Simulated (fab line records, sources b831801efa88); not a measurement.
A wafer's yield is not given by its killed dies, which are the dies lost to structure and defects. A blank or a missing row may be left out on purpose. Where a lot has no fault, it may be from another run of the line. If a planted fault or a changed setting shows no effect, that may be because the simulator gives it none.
Matching of chambers :: flow gf180mcu :: pecvd-04 running GF_PASSIVATION_CVD_00: 3 sister chambers
The step deposits SiO2 from TEOS, target thk 1000 nm, time 111.95 s. 6 wafers are shown with their chamber, then 8 later ones without.

== WAFERS, EACH WITH ITS CHAMBER ==
wafer: L078.5
chamber: 1
heater power w (W): 844

wafer: L085.4
chamber: 0
heater power w (W): 568

wafer: L092.2
chamber: 0
heater power w (W): 712

wafer: L092.3
chamber: 2
heater power w (W): 674

wafer: L092.4
chamber: 1
heater power w (W): 811

wafer: L095.1
chamber: 2
heater power w (W): 678

== WAFERS MISSING THEIR CHAMBER ==
wafer: L095.2
heater power w (W): 655

wafer: L095.3
heater power w (W): 712

wafer: L095.4
heater power w (W): 561

wafer: L095.5
heater power w (W): 764

wafer: L095.6
heater power w (W): 564

wafer: L097.1
heater power w (W): 579

wafer: L097.4
heater power w (W): 806

wafer: L097.5
heater power w (W): 560

== WHICH CHAMBER EACH WENT THROUGH ==
wafer: L095.2
from the rows above: can't be placed: 0 or 2
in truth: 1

wafer: L095.3
from the rows above: can't be placed: 2 or 0 or 1
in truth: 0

wafer: L095.4
from the rows above: can't be placed: 0 or 2
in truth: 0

wafer: L095.5
from the rows above: can't be placed: 1 or 2 or 0
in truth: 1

wafer: L095.6
from the rows above: can't be placed: 0 or 2
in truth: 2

wafer: L097.1
from the rows above: can't be placed: 0 or 2
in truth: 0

wafer: L097.4
from the rows above: can't be placed: 1 or 2
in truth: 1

wafer: L097.5
from the rows above: can't be placed: 0 or 2
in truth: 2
Placed correctly: 0 of 8. Can't be placed from these rows: 8 (the true chamber is among the candidates in 7). 0 placed wrongly.
How it was worked out, from the rows above alone: a wafer's distance from a chamber is the root of the sum, over the readings, of the square of ((its reading less the chamber's mean) divided by the reading's scatter). If the next closest chamber is less than 2 further off than the closest, the wafer can't be placed; otherwise it belongs to the closest. Each chamber's mean is taken over the wafers shown for it. The scatter is the square root of a quotient: the sum, over the shown wafers, of each reading's squared deviation from its chamber's mean, divided by wafers minus chambers.
